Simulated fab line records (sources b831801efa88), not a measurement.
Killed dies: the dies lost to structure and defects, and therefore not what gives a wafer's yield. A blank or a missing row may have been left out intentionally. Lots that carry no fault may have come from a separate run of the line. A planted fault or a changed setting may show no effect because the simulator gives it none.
fab line records | flow sky130
record: lots: 14 | wafers: 42 | last-day: 50
route steps=708 shown NWELL@80 VIA1@470 CAPM@539
lots that met no fault: taken from a fault-free run of the same line
start-h: hours from the record's opening day to when the first of the lot's shown wafers began | wait-h: time in hours since the lot's previous step | " as in the row above | L1.1+2: a single row standing in for several wafers | - no value present, or no start provided | * or withheld: withheld | < > ~ a bound
route shown NAME@n: NAME is a module with steps in the file, n the number in the route of the first one | usual: mean/standard deviation taken from wafers without a fault | same: alike in all rows | chamber/n: place in a boat | sites: readings site by site | _std_site: standard deviation across them | _edge_site: the outer-site mean with the inner-site mean subtracted | radius-mm: how far each site lies from the wafer's centre | mask NAME#n: copy n | behind: tool/chamber where the wafer was last shaped | hold: what put the lot on hold/how long, in hours/how the hold closed | device: the transistor (n, p or np) that didn't switch | end of line: the route-end tests of the same wafers | a step with no rows: only its recipe | killed: at the first sort, the dies lost to defects and structure; wafer yield is something else | map: a wafer's dies, x killed, . not, _ none there
set.NAME: the run value of the setting; set.NAME@STEP: its run value at that earlier step | model.NAME: the simulator's own value behind a step, which no gauge read
the route's steps for a sample of lots (tables are steps, rows are wafers)
services: the hour from which a tool's chamber was out of use, counted from the record's first day as start-h (under 0 if before that day), plus the number of hours and why
== steps ==
step: SKY_NWELL_CLEAN_27
recipe: chemistry: SC1/SC2 | mix: 1:4:20 | temp-c: 70 | time-s: 150 | dry: n2-spin
usual: run-length-s: 178/3.1
lot.wafer | tool         | chamber | start-h | wait-h | run-length-s
L536.1    | wet-bench-01 | 3       | 102.79  | 0.1    | 177
L536.5    | "            | 3       | "       | "      | 177
L536.6    | "            | 3       | "       | "      | 177
L537.3    | wet-bench-02 | 3       | 110.80  | 0.0    | 175
L537.5    | "            | 3       | "       | "      | 175
L537.6    | "            | 3       | "       | "      | 175
L538.1    | wet-bench-02 | 2       | 115.90  | 0.1    | 183
L538.2    | "            | 2       | "       | "      | 183
L538.4    | "            | 2       | "       | "      | 183
L541.2    | wet-bench-01 | 0       | 135.75  | 0.0    | 174
L541.3    | "            | 0       | "       | "      | 174
L541.5    | "            | 0       | "       | "      | 174
L542.1    | wet-bench-02 | 3       | 139.50  | 0.1    | 176
L542.2    | "            | 3       | "       | "      | 176
L542.6    | "            | 3       | "       | "      | 176
L545.1    | wet-bench-03 | 0       | 154.39  | 0.1    | 174
L545.2    | "            | 0       | "       | "      | 174
L545.4    | "            | 0       | "       | "      | 174
L546.2    | wet-bench-03 | 3       | 161.52  | 0.0    | 99
L546.4    | "            | 3       | "       | "      | 99
L546.5    | "            | 3       | "       | "      | 99
L547.2    | wet-bench-03 | 3       | 167.35  | 0.0    | 100
L547.4    | "            | 3       | "       | "      | 100
L547.5    | "            | 3       | "       | "      | 100
L553.2    | wet-bench-01 | 1       | 208.49  | 0.0    | 176
L553.4    | "            | 1       | "       | "      | 176
L553.6    | "            | 1       | "       | "      | 176
L554.1    | wet-bench-01 | 2       | 212.61  | 0.1    | 177
L554.2    | "            | 2       | "       | "      | 177
L554.4    | "            | 2       | "       | "      | 177
L555.2    | wet-bench-01 | 3       | 224.92  | 0.0    | 178
L555.4    | "            | 3       | "       | "      | 178
L555.6    | "            | 3       | "       | "      | 178
L557.3    | wet-bench-01 | 2       | 231.39  | 0.0    | 184
L557.5    | "            | 2       | "       | "      | 184
L557.6    | "            | 2       | "       | "      | 184
L558.3    | wet-bench-03 | 2       | 239.37  | 0.0    | 178
L558.4    | "            | 2       | "       | "      | 178
L558.5    | "            | 2       | "       | "      | 178
L559.1    | wet-bench-03 | 2       | 244.09  | 0.1    | 177
L559.2    | "            | 2       | "       | "      | 177
L559.6    | "            | 2       | "       | "      | 177
step: SKY_VIA1_CD_MEAS_12
recipe: target-cd-nm: 150
usual: cd-nm: 149.2/1.6
lot.wafer | tool      | chamber | start-h | wait-h | cd-nm
L536.1    | cd-sem-01 | -       | 786.49  | -      | 148.9
L536.5    | "         | -       | "       | "      | 148.5
L536.6    | "         | -       | "       | "      | 146.8
L537.3    | cd-sem-02 | -       | 796.24  | -      | 147.7
L537.5    | "         | -       | "       | "      | 149.7
L537.6    | "         | -       | "       | "      | 147.3
L538.1    | cd-sem-01 | -       | 802.79  | -      | 150.7
L538.2    | "         | -       | "       | "      | 150.4
L538.4    | "         | -       | "       | "      | 149.6
L541.2    | cd-sem-02 | -       | 824.22  | -      | 149.4
L541.3    | "         | -       | "       | "      | 147.6
L541.5    | "         | -       | "       | "      | 146.6
L542.1    | cd-sem-02 | -       | 837.28  | -      | 149.1
L542.2    | "         | -       | "       | "      | 148.6
L542.6    | "         | -       | "       | "      | 148.6
L545.1    | cd-sem-01 | -       | 858.00  | -      | 149.1
L545.2    | "         | -       | "       | "      | 150.4
L545.4    | "         | -       | "       | "      | 148.0
L547.2    | cd-sem-02 | -       | 870.76  | -      | 149.1
L547.4    | "         | -       | "       | "      | 147.5
L547.5    | "         | -       | "       | "      | 147.0
L546.2    | cd-sem-01 | -       | 874.61  | -      | 150.4
L546.4    | "         | -       | "       | "      | 149.7
L546.5    | "         | -       | "       | "      | 150.4
L553.2    | cd-sem-01 | -       | 915.31  | -      | 149.7
L553.4    | "         | -       | "       | "      | 149.8
L553.6    | "         | -       | "       | "      | 149.0
L554.1    | cd-sem-02 | -       | 925.60  | -      | 148.8
L554.2    | "         | -       | "       | "      | 149.0
L554.4    | "         | -       | "       | "      | 149.8
L555.2    | cd-sem-01 | -       | 936.82  | -      | 149.3
L555.4    | "         | -       | "       | "      | 150.6
L555.6    | "         | -       | "       | "      | 151.0
L557.3    | cd-sem-01 | -       | 944.59  | -      | 150.0
L557.5    | "         | -       | "       | "      | 151.1
L557.6    | "         | -       | "       | "      | 151.0
L558.3    | cd-sem-02 | -       | 951.23  | -      | 149.6
L558.4    | "         | -       | "       | "      | 149.6
L558.5    | "         | -       | "       | "      | 148.5
L559.1    | cd-sem-01 | -       | 952.34  | -      | 153.0
L559.2    | "         | -       | "       | "      | 150.7
L559.6    | "         | -       | "       | "      | 150.3
step: SKY_CAPM_SPUTTER_02
recipe: material: TiN | target-thk-nm: 200 | temp-c: 300 | power-w: 6500 | time-s: 166.7 | chamber-pressure-pa: 0.4
usual: cathode-dc-power-W: 6499.9/1.1 | throttle-valve-pct: 29.8/0.97
lot.wafer | tool           | chamber | start-h | wait-h | cathode-dc-power-W | throttle-valve-pct
L536.1    | pvd-sputter-03 | -       | 844.07  | 0.1    | 6498.7             | 29.9
L536.5    | "              | -       | "       | "      | 6500.3             | 28.8
L536.6    | "              | -       | "       | "      | 6500.0             | 29.7
L537.3    | pvd-sputter-03 | -       | 853.04  | 0.0    | 6500.6             | 28.7
L537.5    | "              | -       | "       | "      | 6499.9             | 29.9
L537.6    | "              | -       | "       | "      | 6499.5             | 29.9
L538.1    | pvd-sputter-04 | -       | 860.44  | 0.1    | 6500.6             | 30.8
L538.2    | "              | -       | "       | "      | 6500.9             | 28.3
L538.4    | "              | -       | "       | "      | 6499.2             | 28.6
L541.2    | pvd-sputter-03 | -       | 881.75  | 0.0    | 6498.6             | 29.4
L541.3    | "              | -       | "       | "      | 6502.0             | 30.3
L541.5    | "              | -       | "       | "      | 6498.2             | 28.8
L542.1    | pvd-sputter-02 | -       | 893.02  | 0.1    | 6499.9             | 30.2
L542.2    | "              | -       | "       | "      | 6500.6             | 31.2
L542.6    | "              | -       | "       | "      | 6499.3             | 29.7
L545.1    | pvd-sputter-02 | -       | 913.21  | 0.1    | 6501.1             | 29.8
L545.2    | "              | -       | "       | "      | 6499.2             | 29.6
L545.4    | "              | -       | "       | "      | 6499.0             | 31.3
L547.2    | pvd-sputter-04 | -       | 925.87  | 0.0    | 6500.3             | 31.7
L547.4    | "              | -       | "       | "      | 6499.9             | 30.7
L547.5    | "              | -       | "       | "      | 6501.5             | 28.3
L546.2    | pvd-sputter-02 | -       | 929.99  | 0.0    | 6500.5             | 30.0
L546.4    | "              | -       | "       | "      | 6499.1             | 29.5
L546.5    | "              | -       | "       | "      | 6499.8             | 30.3
L553.2    | pvd-sputter-03 | -       | 968.98  | 0.0    | 6500.5             | 30.4
L553.4    | "              | -       | "       | "      | 6500.0             | 29.5
L553.6    | "              | -       | "       | "      | 6499.1             | 28.9
L554.1    | pvd-sputter-04 | -       | 978.76  | 0.1    | 6499.9             | 28.1
L554.2    | "              | -       | "       | "      | 6499.7             | 28.8
L554.4    | "              | -       | "       | "      | 6499.9             | 28.4
L555.2    | pvd-sputter-02 | -       | 990.33  | 0.0    | 6499.3             | 31.4
L555.4    | "              | -       | "       | "      | 6500.4             | 29.3
L555.6    | "              | -       | "       | "      | 6501.3             | 29.6
L557.3    | pvd-sputter-02 | -       | 997.65  | 0.0    | 6499.6             | 29.5
L557.5    | "              | -       | "       | "      | 6498.7             | 29.9
L557.6    | "              | -       | "       | "      | 6499.4             | 29.8
L558.3    | pvd-sputter-03 | -       | 1003.37 | 0.0    | 6500.5             | 30.3
L558.4    | "              | -       | "       | "      | 6500.0             | 29.4
L558.5    | "              | -       | "       | "      | 6498.4             | 29.4
L559.1    | pvd-sputter-02 | -       | 1004.97 | 0.1    | 6499.7             | 29.3
L559.2    | "              | -       | "       | "      | 6497.9             | 30.1
L559.6    | "              | -       | "       | "      | 6500.0             | 30.0
step: SKY_CAPM_THK_MEAS_04
recipe: thk-meas-gauge: xrf | reads: TiN_of_CAPM_SPUTTER_02
usual: CAPM_TIN_THK: 199.1/2
lot.wafer | tool          | chamber | start-h | wait-h | CAPM_TIN_THK[nm]
L536.1    | film-metro-02 | -       | 844.30  | 0.1    | 198.9
L536.5    | "             | -       | "       | "      | 199.9
L536.6    | "             | -       | "       | "      | 199.8
L537.3    | film-metro-02 | -       | 853.29  | 0.1    | 201.0
L537.5    | "             | -       | "       | "      | 201.5
L537.6    | "             | -       | "       | "      | 200.5
L538.1    | film-metro-01 | -       | 860.67  | 0.1    | 199.8
L538.2    | "             | -       | "       | "      | 200.5
L538.4    | "             | -       | "       | "      | 200.6
L541.2    | film-metro-03 | -       | 881.99  | 0.1    | 197.2
L541.3    | "             | -       | "       | "      | 199.6
L541.5    | "             | -       | "       | "      | 200.2
L542.1    | film-metro-01 | -       | 893.25  | 0.1    | 197.8
L542.2    | "             | -       | "       | "      | 198.1
L542.6    | "             | -       | "       | "      | 197.0
L545.1    | film-metro-01 | -       | 913.44  | 0.1    | 195.8
L545.2    | "             | -       | "       | "      | 198.2
L545.4    | "             | -       | "       | "      | 196.6
L547.2    | film-metro-01 | -       | 926.11  | 0.1    | 198.4
L547.4    | "             | -       | "       | "      | 198.3
L547.5    | "             | -       | "       | "      | 198.6
L546.2    | film-metro-01 | -       | 930.22  | 0.1    | 197.5
L546.4    | "             | -       | "       | "      | 195.4
L546.5    | "             | -       | "       | "      | 195.1
L553.2    | film-metro-01 | -       | 969.22  | 0.1    | 203.2
L553.4    | "             | -       | "       | "      | 201.8
L553.6    | "             | -       | "       | "      | 201.5
L554.1    | film-metro-01 | -       | 978.98  | 0.1    | 204.5
L554.2    | "             | -       | "       | "      | 200.2
L554.4    | "             | -       | "       | "      | 202.1
L555.2    | film-metro-02 | -       | 990.57  | 0.1    | 199.2
L555.4    | "             | -       | "       | "      | 197.9
L555.6    | "             | -       | "       | "      | 200.1
L557.3    | film-metro-03 | -       | 997.90  | 0.1    | 196.8
L557.5    | "             | -       | "       | "      | 200.6
L557.6    | "             | -       | "       | "      | 198.1
L558.3    | film-metro-01 | -       | 1003.62 | 0.1    | 199.4
L558.4    | "             | -       | "       | "      | 198.8
L558.5    | "             | -       | "       | "      | 197.8
L559.1    | film-metro-01 | -       | 1005.20 | 0.1    | 199.5
L559.2    | "             | -       | "       | "      | 200.0
L559.6    | "             | -       | "       | "      | 198.2
== services ==
tool           | chamber | start-h | hours | kind
pvd-sputter-03 | -       | 118.87  | 0.6   | repair
pvd-sputter-03 | -       | 171.66  | 2.9   | repair
wet-bench-02   | -       | 192.43  | 64.6  | pm
pvd-sputter-03 | -       | 200.58  | 1.1   | repair
pvd-sputter-02 | -       | 215.67  | 5.7   | repair
pvd-sputter-02 | -       | 215.90  | 4.9   | repair
wet-bench-03   | -       | 263.86  | 3.2   | repair
pvd-sputter-02 | -       | 403.26  | 2.0   | repair
wet-bench-03   | -       | 425.42  | 2.7   | repair
wet-bench-01   | -       | 479.02  | 0.6   | repair
pvd-sputter-04 | -       | 632.24  | 4.5   | repair
pvd-sputter-04 | -       | 647.13  | 1.9   | repair
pvd-sputter-04 | -       | 744.67  | 6.1   | repair
pvd-sputter-03 | -       | 814.00  | 2.4   | repair
pvd-sputter-02 | -       | 817.22  | 33.4  | repair
wet-bench-02   | -       | 840.00  | 1.9   | pm
wet-bench-01   | -       | 861.04  | 2.9   | repair
pvd-sputter-03 | -       | 899.38  | 11.7  | repair
pvd-sputter-02 | -       | 937.91  | 2.7   | repair
pvd-sputter-02 | -       | 957.43  | 6.0   | repair
pvd-sputter-03 | -       | 974.35  | 9.4   | repair
== key ==
first-sign: step: SKY_NWELL_CLEAN_27 | reading: run-length-s | direction: down | sigmas: 25 | usual: * | struck: *
effect none on later readings
met-at SKY_NWELL_CLEAN_27
struck-lots L546,L547
tester-left-out L546,L547
not-acting-at SKY_VIA1_CD_MEAS_12,SKY_CAPM_SPUTTER_02,SKY_CAPM_THK_MEAS_04
onset-between 154.39 161.52
fault: kind: process-parameter-drift | tool: wet-bench-03 | chamber: - | onset-h: 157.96 | steps: SKY_NWELL_CLEAN_27 | channel: time-s | offset: * | shape: step | end-h: 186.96 | acts-in: * | stated: *
tester-left-out: of these lots the tester's yield and bins aren't shown, on N5 and GAA mostly nor the transistor test; their killed dies are dies lost to structure and defects alone, not to doping, threshold or leakage, so they don't give the yield
